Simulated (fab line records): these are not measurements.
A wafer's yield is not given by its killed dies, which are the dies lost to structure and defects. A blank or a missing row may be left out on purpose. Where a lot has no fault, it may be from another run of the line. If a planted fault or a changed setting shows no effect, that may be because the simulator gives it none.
Which tool is to blame?    flow gf180mcu    Sampling: 12 lots, 36 wafers, 3 of 602 route steps

== WHAT THE GAUGES SHOWED, per wafer ==
GF_V5_CD_MEAS_14 targets a cd of 260 nm.
lot   measured      on        cdNm (nm)
L602  day 27 06:37  cdSem-01  261.0 261.4 260.9
L604  day 28 01:27  cdSem-02  259.2 259.0 259.6
L607  day 28 19:13  cdSem-01  260.8 261.3 260.7
L606  day 28 23:59  cdSem-01  261.0 259.8 258.9
L608  day 29 08:16  cdSem-02  259.1 259.8 260.4
L610  day 29 16:27  cdSem-02  260.1 259.3 259.6
L614  day 30 19:06  cdSem-01  259.9 259.0 259.2
L615  day 31 04:17  cdSem-01  258.8 258.2 259.4
L617  day 31 14:58  cdSem-02  259.6 260.1 261.0
L618  day 31 21:52  cdSem-01  259.3 258.7 259.4
L622  day 32 22:49  cdSem-02  259.4 260.3 259.8
L623  day 33 03:52  cdSem-01  258.1 257.8 257.3

== WHICH TOOL RAN EACH LOT (tool, then ch and the chambers of the sampled wafers, then the start) ==
lot   GF_V4_CVD_02                     GF_M5_METAL_ETCH_10
L602  pecvd-02 ch 0,1, day 23 11:48    rieMetal-04 ch 0,1, day 26 09:14
L604  pecvd-03 ch 0,2, day 24 10:24    rieMetal-01 ch 0,1, day 27 04:28
L607  pecvd-04 ch 0,1, day 25 05:55    rieMetal-01 ch 0,1, day 27 22:07
L606  pecvd-02 ch 0,1,2, day 25 08:42  rieMetal-01 ch 0,1, day 28 03:13
L608  pecvd-03 ch 0,1, day 25 19:19    rieMetal-01 ch 0,1, day 28 11:31
L610  pecvd-03 ch 0,1,2, day 26 03:52  rieMetal-04 ch 0,1, day 28 19:45
L614  pecvd-02 ch 0,1, day 27 11:20    rieMetal-04 ch 0,1, day 29 23:48
L615  pecvd-02 ch 1,2, day 27 21:14    rieMetal-04 ch 0,1, day 30 08:57
L617  pecvd-02 ch 0,2, day 28 09:00    rieMetal-02 ch 0,1, day 30 20:21
L618  pecvd-03 ch 0,2, day 28 16:00    rieMetal-02 ch 0,1, day 31 03:09
L622  pecvd-02 ch 0,1,2, day 29 20:40  rieMetal-04 ch 0,1, day 32 04:51
L623  pecvd-02 ch 0,2, day 30 03:05    rieMetal-01 ch 0,1, day 32 10:28
- GF_V4_CVD_02: deposits SiO2 from TEOS, target thk 850 nm, time 94.851 s.
- GF_M5_METAL_ETCH_10: etches the open film in Cl2/BCl3, stops on SiO2, target depth 750.8 nm, time 125.1 s.

== WHAT THE TOOLS THEMSELVES READ (means of the sampled wafers that have a number; where no wafer has one, the mark that the record gives instead) ==
GF_V4_CVD_02.
lot   tool      heaterPowerW (W)
L602  pecvd-02  731
L604  pecvd-03  752
L607  pecvd-04  653
L606  pecvd-02  709
L608  pecvd-03  550
L610  pecvd-03  663
L614  pecvd-02  755
L615  pecvd-02  670
L617  pecvd-02  728
L618  pecvd-03  788
L622  pecvd-02  746
L623  pecvd-02  674

GF_M5_METAL_ETCH_10.
lot   tool         chamberPressureMTorr (mTorr)  drypumpMotorCurrentA (A)  oesProductAu (a.u.)  throttleValvePct (%)
L602  rieMetal-04  8.002                         5.03                      0.986                28.229
L604  rieMetal-01  8.000                         5.40                      0.985                28.237
L607  rieMetal-01  8.000                         5.39                      0.985                28.228
L606  rieMetal-01  8.003                         5.40                      0.990                28.237
L608  rieMetal-01  7.994                         5.40                      0.986                28.228
L610  rieMetal-04  7.992                         5.02                      0.984                28.228
L614  rieMetal-04  7.995                         5.00                      0.990                28.227
L615  rieMetal-04  7.999                         5.12                      0.992                28.229
L617  rieMetal-02  7.993                         5.47                      0.996                28.228
L618  rieMetal-02  8.005                         5.48                      0.988                28.220
L622  rieMetal-04  7.999                         5.02                      0.988                28.231
L623  rieMetal-01  8.001                         5.48                      0.985                28.235

== THE ANSWER, worked out from the rows above alone ==
Rule: usual is defined by the lots themselves. The widest of any qualifying gaps counts: lots, ordered by their means at a reading, are off when they make up no more than a third of the lots, leave a main group of 4 or more, and stand apart from it by 3 or more times the standard deviation of that group's means. A main group is skipped when, at the precision printed for the reading in the tables above, its means are all equal. Also off: a lot with no number at a reading for which 4 or more lots have one. The other lots that the step has rows for count as sound. Order of review: gauges by route order, followed by the tools' own readings, for which a lot's mean as printed above is used. At the first step where some lot is off, the reading lying furthest off is the one used; lots without a number count as furthest.
No lot is off on any of the readings shown, so nothing can be concluded from this.

== WHAT THE SIMULATOR PUT IN ==
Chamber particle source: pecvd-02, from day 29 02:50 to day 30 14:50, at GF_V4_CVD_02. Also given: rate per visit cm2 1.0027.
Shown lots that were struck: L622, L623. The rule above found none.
